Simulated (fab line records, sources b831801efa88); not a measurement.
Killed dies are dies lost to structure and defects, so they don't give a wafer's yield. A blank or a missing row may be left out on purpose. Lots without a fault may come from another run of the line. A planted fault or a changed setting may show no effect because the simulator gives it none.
Which tool did it? | flow sky130 | 13 lots, 39 wafers sampled, at 1 step of a route of 708

WHAT THE GAUGES READ, wafer by wafer
SKY_LDD_HVN_TW_MEAS_10.
lot  | measured     | on            | LDD_HVN_TW
L446 | day 20 13:37 | film_metro-03 | 1458 1453 1454
L447 | day 20 21:50 | film_metro-04 | 1443 1444 1442
L448 | day 21 01:02 | film_metro-03 | 1454 1456 1446
L449 | day 21 18:53 | film_metro-02 | 1437 1428 1430
L450 | day 22 07:20 | film_metro-04 | 1441 1456 1451
L453 | day 23 07:02 | film_metro-03 | 1449 1444 1445
L454 | day 23 20:08 | film_metro-04 | 1453 1458 1442
L456 | day 24 13:27 | film_metro-03 | 1443 1445 1446
L459 | day 25 18:47 | film_metro-04 | 1443 1456 1443
L465 | day 27 08:32 | film_metro-02 | 1429 1426 1431
L464 | day 27 12:32 | film_metro-03 | 1437 1444 1435
L466 | day 27 12:50 | film_metro-02 | 1430 1433 1436
L467 | day 28 02:35 | film_metro-04 | 1457 1461 1458

WHICH TOOL RAN EACH LOT (tool, then ch and the chambers of the sampled wafers, then the start)
The record holds no process step before these readings.

WHAT THE TOOLS THEMSELVES READ (means of the sampled wafers that have a number; where no wafer has one, the mark that the record gives instead)
The record holds no such reading with a usual standard deviation.

THE ANSWER, worked out from the rows above alone
Rule: what is usual is taken from the lots themselves. Put in order of their means at a reading, lots are off if they are a third of the lots or fewer, leave a main group of 4 or more, and stand apart from it by a gap of 3 or more times the standard deviation of the main group's means; of several such gaps the widest counts. A main group whose means are all the same, to the digits that the tables above print for the reading, isn't used. A lot without any number at a reading at which 4 lots or more have one is off too. The other lots that the step has rows for count as sound. The gauges are gone through in route order, then the tools' own readings, and for those a lot's mean is taken as printed above. The first step at which some lot is off is used, and at that step the reading that is off furthest; a lot without a number counts as furthest.
No lot is off at any reading shown: from this, nothing can be told.

WHAT THE SIMULATOR HAD PUT IN
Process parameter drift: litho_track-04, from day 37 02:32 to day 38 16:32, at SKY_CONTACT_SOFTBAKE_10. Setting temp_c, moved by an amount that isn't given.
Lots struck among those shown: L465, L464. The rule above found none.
